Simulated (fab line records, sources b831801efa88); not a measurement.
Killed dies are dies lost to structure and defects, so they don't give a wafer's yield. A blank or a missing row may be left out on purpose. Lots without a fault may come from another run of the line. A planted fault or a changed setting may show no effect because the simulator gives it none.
Which tool did it? | flow gf180mcu | 14 lots, 42 wafers sampled, at 6 steps of a route of 602

WHAT THE GAUGES READ, wafer by wafer
GF_M3_RS_MEAS_05: measures by four-point-probe. Usual: M3_ALCU_RS 0.0693 ohm/sq, standard deviation 0.00072.
lot  | measured     | on            | M3_ALCU_RS (ohm/sq)  | flag
L467 | day 20 22:12 | film_metro-04 | 0.0696 0.0699 0.0700 |
L471 | day 22 09:43 | film_metro-01 | 0.0696 0.0691 0.0689 |
L472 | day 22 11:58 | film_metro-03 | 0.0688 0.0688 0.0689 |
L474 | day 23 12:19 | film_metro-01 | 0.0692 0.0694 0.0690 |
L475 | day 23 17:15 | film_metro-04 | 0.0689 0.0687 0.0689 |
L476 | day 23 22:43 | film_metro-04 | 0.0694 0.0687 0.0697 |
L480 | day 25 11:50 | film_metro-01 | 0.0692 0.0699 0.0692 |
L481 | day 25 19:16 | film_metro-04 | 0.0690 0.0690 0.0690 |
L482 | day 26 00:31 | film_metro-04 | 7.1302 7.1227 7.1417 | OFF
L483 | day 26 07:40 | film_metro-03 | 7.1730 7.0985 7.1430 | OFF
L487 | day 27 10:25 | film_metro-03 | 0.0694 0.0702 0.0701 |
L488 | day 27 17:10 | film_metro-03 | 0.0691 0.0683 0.0680 |
L489 | day 28 00:27 | film_metro-03 | 0.0695 0.0694 0.0690 |
L490 | day 28 02:11 | film_metro-03 | 0.0693 0.0702 0.0693 |

GF_M3_THK_MEAS_06: measures by xrf. Usual: M3_ALCU_THK 459 nm, standard deviation 5.
lot  | measured     | on            | M3_ALCU_THK (nm) | flag
L467 | day 20 22:19 | film_metro-04 | 455 455 454      |
L471 | day 22 09:50 | film_metro-01 | 453 460 459      |
L472 | day 22 12:05 | film_metro-03 | 460 460 460      |
L474 | day 23 12:26 | film_metro-01 | 460 458 463      |
L475 | day 23 17:22 | film_metro-04 | 461 463 462      |
L476 | day 23 22:50 | film_metro-04 | 461 466 457      |
L480 | day 25 11:57 | film_metro-01 | 459 455 459      |
L481 | day 25 19:23 | film_metro-04 | 468 466 467      |
L482 | day 26 00:38 | film_metro-04 | <0 <0 <0         | OFF
L483 | day 26 07:46 | film_metro-03 | <0 <0 <0         | OFF
L487 | day 27 10:32 | film_metro-03 | 455 450 452      |
L488 | day 27 17:15 | film_metro-03 | 457 462 462      |
L489 | day 28 00:34 | film_metro-03 | 455 457 463      |
L490 | day 28 02:19 | film_metro-03 | 458 454 458      |

WHICH TOOL RAN EACH LOT (tool, then ch and the chambers of the sampled wafers, then the start)
lot  | GF_M2_METAL_ETCH_16               | GF_V2_ETCH_17                                 | GF_V2_SPUTTER_21             | GF_M3_SPUTTER_02
L467 | rie_metal-01 ch 0,1, day 19 18:29 | rie_diel-04 ch 0,1,2, day 20 21:16 or earlier | pvd_sputter-03, day 20 21:16 | pvd_sputter-02, day 20 22:05
L471 | rie_metal-03 ch 1, day 21 06:38   | rie_diel-04 ch 2,3, day 22 08:40 or earlier   | pvd_sputter-04, day 22 08:40 | pvd_sputter-03, day 22 09:37
L472 | rie_metal-01 ch 0,1, day 21 08:56 | rie_diel-02 ch 1,2,3, day 22 11:04 or earlier | pvd_sputter-02, day 22 11:04 | pvd_sputter-01, day 22 11:53
L474 | rie_metal-02 ch 0,1, day 22 09:53 | rie_diel-02 ch 1,2, day 23 11:23 or earlier   | pvd_sputter-04, day 23 11:23 | pvd_sputter-01, day 23 12:13
L475 | rie_metal-02 ch 0,1, day 22 15:02 | rie_diel-04 ch 0,1,3, day 23 16:20 or earlier | pvd_sputter-02, day 23 16:20 | pvd_sputter-01, day 23 17:10
L476 | rie_metal-02 ch 1, day 22 20:14   | rie_diel-01 ch 0,3, day 23 21:48 or earlier   | pvd_sputter-02, day 23 21:48 | pvd_sputter-01, day 23 22:38
L480 | rie_metal-03 ch 0,1, day 24 10:23 | rie_diel-04 ch 0,2,3, day 25 10:55 or earlier | pvd_sputter-04, day 25 10:55 | pvd_sputter-03, day 25 11:44
L481 | rie_metal-02 ch 0,1, day 24 18:53 | rie_diel-01 ch 0,2,3, day 25 18:21 or earlier | pvd_sputter-02, day 25 18:21 | pvd_sputter-03, day 25 19:10
L482 | rie_metal-02 ch 0,1, day 25 00:47 | rie_diel-04 ch 1,2,3, day 25 23:36 or earlier | pvd_sputter-02, day 25 23:36 | pvd_sputter-03, day 26 00:25
L483 | rie_metal-01 ch 1, day 25 07:43   | rie_diel-01 ch 0,1, day 26 06:42 or earlier   | pvd_sputter-03, day 26 06:42 | pvd_sputter-01, day 26 07:32
L487 | rie_metal-02 ch 1, day 26 09:35   | rie_diel-02 ch 1,2, day 27 09:30 or earlier   | pvd_sputter-03, day 27 09:30 | pvd_sputter-02, day 27 10:20
L488 | rie_metal-01 ch 0,1, day 26 16:58 | rie_diel-01 ch 0,1, day 27 16:11 or earlier   | pvd_sputter-04, day 27 16:11 | pvd_sputter-03, day 27 17:01
L489 | rie_metal-03 ch 0, day 27 01:41   | rie_diel-04 ch 0,2,3, day 27 23:32 or earlier | pvd_sputter-03, day 27 23:32 | pvd_sputter-03, day 28 00:22
L490 | rie_metal-01 ch 0,1, day 27 03:26 | rie_diel-04 ch 1,2,3, day 28 01:12 or earlier | pvd_sputter-02, day 28 01:12 | pvd_sputter-03, day 28 02:06
- GF_M2_METAL_ETCH_16: etches the open film in Cl2/BCl3, stops on SiO2, target depth 627.5 nm, time 104.6 s.
- GF_V2_ETCH_17: etches SiO2 in C4F8/O2/Ar, stops on TiN, target depth 630 nm.
- GF_V2_SPUTTER_21: material Ti, target thk 15 nm, time 80.02 s.
- GF_M3_SPUTTER_02: material AlCu, target thk 450 nm, time 23.9 s.

WHAT THE TOOLS THEMSELVES READ (means of the sampled wafers that have a number; where no wafer has one, the mark that the record gives instead)
GF_M2_METAL_ETCH_16. Usual: drypump_motor_current_A 6.0 A, standard deviation 0.48; oes_product_au 0.971 a.u., standard deviation 0.0064; throttle_valve_pct 28.251 %, standard deviation 0.01.
lot  | tool         | drypump_motor_current_A (A) | oes_product_au (a.u.) | throttle_valve_pct (%) | flag
L467 | rie_metal-01 | 6.4                         | 0.966                 | 28.264                 |
L471 | rie_metal-03 | 5.1                         | 0.979                 | 28.246                 |
L472 | rie_metal-01 | 6.4                         | 0.980                 | 28.238                 |
L474 | rie_metal-02 | 6.1                         | 0.970                 | 28.252                 |
L475 | rie_metal-02 | 6.1                         | 0.977                 | 28.244                 |
L476 | rie_metal-02 | 5.8                         | 0.971                 | 28.252                 |
L480 | rie_metal-03 | 5.5                         | 0.967                 | 28.241                 |
L481 | rie_metal-02 | 5.9                         | 0.969                 | 28.249                 |
L482 | rie_metal-02 | 6.1                         | 0.970                 | 28.252                 |
L483 | rie_metal-01 | 6.6                         | 0.965                 | 28.252                 |
L487 | rie_metal-02 | 5.8                         | 0.974                 | 28.251                 |
L488 | rie_metal-01 | 6.3                         | 0.961                 | 28.250                 |
L489 | rie_metal-03 | 5.7                         | 0.964                 | 28.250                 |
L490 | rie_metal-01 | 6.4                         | 0.967                 | 28.250                 |

GF_V2_ETCH_17. Usual: oes_product_au 0.856 a.u., standard deviation 0.0045.
lot  | tool        | oes_product_au (a.u.) | flag
L467 | rie_diel-04 | 0.850                 |
L471 | rie_diel-04 | 0.857                 |
L472 | rie_diel-02 | 0.852                 |
L474 | rie_diel-02 | 0.852                 |
L475 | rie_diel-04 | 0.855                 |
L476 | rie_diel-01 | 0.855                 |
L480 | rie_diel-04 | 0.855                 |
L481 | rie_diel-01 | 0.855                 |
L482 | rie_diel-04 | 0.859                 |
L483 | rie_diel-01 | 0.856                 |
L487 | rie_diel-02 | 0.856                 |
L488 | rie_diel-01 | 0.856                 |
L489 | rie_diel-04 | 0.861                 |
L490 | rie_diel-04 | 0.861                 |

GF_V2_SPUTTER_21. Usual: cathode_dc_power_W 2500.0 W, standard deviation 0.44; chamber_pressure_pa 4.998 Pa, standard deviation 0.0092; throttle_valve_pct 30.0 %, standard deviation 1.3.
lot  | tool           | cathode_dc_power_W (W) | chamber_pressure_pa (Pa) | throttle_valve_pct (%) | flag
L467 | pvd_sputter-03 | 2500.1                 | 4.995                    | 31.1                   |
L471 | pvd_sputter-04 | 2500.0                 | 5.007                    | 29.3                   |
L472 | pvd_sputter-02 | 2500.4                 | 5.002                    | 29.3                   |
L474 | pvd_sputter-04 | 2500.1                 | 4.997                    | 31.1                   |
L475 | pvd_sputter-02 | 2500.1                 | 5.006                    | 29.4                   |
L476 | pvd_sputter-02 | 2499.6                 | 4.988                    | 29.3                   |
L480 | pvd_sputter-04 | 2500.1                 | 4.999                    | 31.2                   |
L481 | pvd_sputter-02 | 2500.6                 | 4.986                    | 29.5                   |
L482 | pvd_sputter-02 | 2499.9                 | 5.001                    | 28.5                   |
L483 | pvd_sputter-03 | 2499.8                 | 4.997                    | 30.4                   |
L487 | pvd_sputter-03 | 2500.0                 | 4.996                    | 30.8                   |
L488 | pvd_sputter-04 | 2500.2                 | 5.014                    | 31.1                   |
L489 | pvd_sputter-03 | 2500.0                 | 4.999                    | 30.1                   |
L490 | pvd_sputter-02 | 2500.0                 | 4.997                    | 28.8                   |

GF_M3_SPUTTER_02. Usual: cathode_dc_power_W 10600 W, standard deviation 1.8; chamber_pressure_pa 0.3999 Pa, standard deviation 0.00078; throttle_valve_pct 30.2 %, standard deviation 0.9.
lot  | tool           | cathode_dc_power_W (W) | chamber_pressure_pa (Pa) | throttle_valve_pct (%) | flag
L467 | pvd_sputter-02 | 10598                  | 0.4000                   | 29.0                   |
L471 | pvd_sputter-03 | 10601                  | 0.3995                   | 30.5                   |
L472 | pvd_sputter-01 | 10599                  | 0.3998                   | 30.6                   |
L474 | pvd_sputter-01 | 10600                  | 0.3997                   | 30.6                   |
L475 | pvd_sputter-01 | 10600                  | 0.4008                   | 30.6                   |
L476 | pvd_sputter-01 | 10601                  | 0.4004                   | 30.8                   |
L480 | pvd_sputter-03 | 10601                  | 0.3996                   | 30.7                   |
L481 | pvd_sputter-03 | 10599                  | 0.3997                   | 30.0                   |
L482 | pvd_sputter-03 | -                      | -                        | -                      | OFF
L483 | pvd_sputter-01 | -                      | -                        | -                      | OFF
L487 | pvd_sputter-02 | 10600                  | 0.3997                   | 29.0                   |
L488 | pvd_sputter-03 | 10600                  | 0.3996                   | 30.3                   |
L489 | pvd_sputter-03 | 10601                  | 0.4002                   | 31.1                   |
L490 | pvd_sputter-03 | 10598                  | 0.4000                   | 30.9                   |

THE ANSWER, worked out from the rows above alone
Rule: a lot is off if the mean of its wafers that have a number lies more than 3 standard deviations from the usual mean. A lot without any number at a reading at which 4 lots or more have one is off too. The other lots that the step has rows for count as sound. The gauges are gone through in route order, then the tools' own readings, and for those a lot's mean is taken as printed above. The first step at which some lot is off is used, and at that step the reading that is off furthest; a lot without a number counts as furthest.
Off: L482, L483, at GF_M3_RS_MEAS_05 (M3_ALCU_RS).
A tool fits if, at a process step before that reading, it ran every lot that is off, and no sound lot after the first of them. The gauges at GF_M3_RS_MEAS_05 aren't tried: what is off there is off at GF_M3_SPUTTER_02 too, on other tools, and a gauge's error can't cause that. GF_V2_ETCH_17 gives no start for some lots, so the hours and the order of its lots are those of GF_V2_SPUTTER_21. None of those tried fits.

WHAT THE SIMULATOR HAD PUT IN
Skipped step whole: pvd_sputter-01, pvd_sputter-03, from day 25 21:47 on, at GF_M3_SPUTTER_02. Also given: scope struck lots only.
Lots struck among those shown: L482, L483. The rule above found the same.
